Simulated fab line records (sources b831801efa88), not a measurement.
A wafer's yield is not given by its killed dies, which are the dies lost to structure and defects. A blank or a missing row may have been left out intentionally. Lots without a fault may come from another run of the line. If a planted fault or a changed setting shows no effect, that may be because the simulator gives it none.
The tool behind it: which one? | flow gf180mcu | 14 lots with 42 wafers sampled at 4 steps, on a route of 602 steps

## WHAT THE GAUGES READ, wafer by wafer
GF_V5_THK_MEAS_01.
lot  | measured     | on            | V5_CVD_00_THK (nm)
L290 | day 26 11:05 | film metro-02 | 302 297 301
L291 | day 26 13:43 | film metro-02 | 296 298 301
L292 | day 26 20:47 | film metro-01 | 298 302 304
L293 | day 27 06:25 | film metro-01 | 295 296 293
L294 | day 27 13:10 | film metro-02 | 299 300 302
L295 | day 27 19:20 | film metro-02 | 302 300 303
L297 | day 28 10:31 | film metro-01 | 304 299 299
L298 | day 28 14:42 | film metro-03 | 296 296 295
L300 | day 29 10:19 | film metro-01 | 299 298 293
L301 | day 29 19:04 | film metro-03 | 300 301 297
L309 | day 31 22:13 | film metro-02 | 300 303 297
L310 | day 32 00:55 | film metro-03 | 298 302 300
L311 | day 32 08:23 | film metro-01 | 298 299 303
L312 | day 32 12:34 | film metro-02 | 295 292 300

GF_V5_BOW_MEAS_05.
lot  | measured     | on            | V5_BOW (um)
L290 | day 26 11:37 | film metro-01 | 127 132 127
L291 | day 26 14:16 | film metro-02 | 112 116 126
L292 | day 26 21:19 | film metro-02 | 114 126 131
L293 | day 27 06:56 | film metro-03 | 133 130 146
L294 | day 27 13:41 | film metro-01 | 134 133 136
L295 | day 27 19:52 | film metro-01 | 131 138 140
L297 | day 28 11:03 | film metro-02 | 128 130 141
L298 | day 28 15:14 | film metro-03 | 139 136 134
L300 | day 29 10:53 | film metro-02 | 135 138 133
L301 | day 29 19:37 | film metro-03 | 131 127 133
L309 | day 31 22:46 | film metro-01 | 150 148 151
L310 | day 32 01:26 | film metro-02 | 150 132 164
L311 | day 32 08:55 | film metro-01 | 128 132 129
L312 | day 32 13:07 | film metro-03 | 143 135 136

GF_TOP_METAL_CD_MEAS_14: the cd target is 440 nm.
lot  | measured     | on        | cd nm (nm)
L290 | day 28 06:04 | cd sem-01 | 441.8 439.4 441.5
L291 | day 28 08:28 | cd sem-01 | 444.2 444.5 440.6
L292 | day 28 15:19 | cd sem-01 | 443.3 442.7 444.8
L293 | day 29 00:29 | cd sem-01 | 439.9 438.8 441.0
L294 | day 29 05:47 | cd sem-01 | 441.1 438.3 442.0
L295 | day 29 13:11 | cd sem-01 | 442.6 443.1 446.0
L297 | day 30 02:04 | cd sem-02 | 440.9 440.6 440.9
L298 | day 30 07:54 | cd sem-01 | 440.2 440.1 438.8
L300 | day 31 01:47 | cd sem-02 | 443.8 443.2 441.6
L301 | day 31 09:52 | cd sem-01 | 443.2 443.3 441.8
L309 | day 33 08:41 | cd sem-02 | 439.8 441.2 440.0
L310 | day 33 11:41 | cd sem-02 | 438.4 437.0 439.2
L311 | day 33 17:34 | cd sem-01 | 441.6 440.3 439.1
L312 | day 33 20:59 | cd sem-02 | 442.7 442.3 443.1

## TOOL THAT RAN EACH LOT (tool first, then ch and the chambers of the sampled wafers, then the start)
lot  | GF_M4_SPUTTER_04
L290 | pvd sputter-03, day 22 15:41
L291 | pvd sputter-04, day 22 17:39
L292 | pvd sputter-04, day 23 02:38
L293 | pvd sputter-02, day 23 12:43
L294 | pvd sputter-04, day 23 20:19
L295 | pvd sputter-02, day 24 03:04
L297 | pvd sputter-04, day 24 19:37
L298 | pvd sputter-02, day 25 00:54
L300 | pvd sputter-04, day 25 21:53
L301 | pvd sputter-04, day 26 06:55
L309 | pvd sputter-03, day 28 16:08
L310 | pvd sputter-04, day 28 21:22
L311 | pvd sputter-04, day 29 03:55
L312 | pvd sputter-04, day 29 10:05
- GF_M4_SPUTTER_04: material TiN, target thk 50 nm, time 41.7 s.

## AS READ BY THE TOOLS THEMSELVES (means over the sampled wafers that have a number; for cases with no such wafer, the mark the record gives instead)
GF_M4_SPUTTER_04.
lot  | tool           | throttle valve pct (%)
L290 | pvd sputter-03 | 30.5
L291 | pvd sputter-04 | 30.0
L292 | pvd sputter-04 | 29.8
L293 | pvd sputter-02 | 29.1
L294 | pvd sputter-04 | 29.7
L295 | pvd sputter-02 | 29.8
L297 | pvd sputter-04 | 30.1
L298 | pvd sputter-02 | 29.5
L300 | pvd sputter-04 | 30.7
L301 | pvd sputter-04 | 30.6
L309 | pvd sputter-03 | 30.6
L310 | pvd sputter-04 | 30.7
L311 | pvd sputter-04 | 29.9
L312 | pvd sputter-04 | 30.5

## THE ANSWER, worked out from the rows above alone
Rule: what is usual is taken from the lots themselves. Put in order of their means at a reading, lots are off if they are a third of the lots or fewer, leave a main group of 4 or more, and stand apart from it by a gap of 3 or more times the standard deviation of the main group's means; of several such gaps the widest counts. Not used: any main group whose means are identical at the precision the tables above print for the reading. Also off: a lot with no number at a reading for which 4 or more lots have one. The other lots that the step has rows for count as sound. Order of review: gauges by route order, followed by the tools' own readings, for which a lot's mean as printed above is used. The first step at which some lot is off is used, and at that step the reading that is off furthest; a lot without a number counts as furthest.
None of the lots is off at any reading shown; this tells nothing.

## WHAT WAS PUT IN BY THE SIMULATOR
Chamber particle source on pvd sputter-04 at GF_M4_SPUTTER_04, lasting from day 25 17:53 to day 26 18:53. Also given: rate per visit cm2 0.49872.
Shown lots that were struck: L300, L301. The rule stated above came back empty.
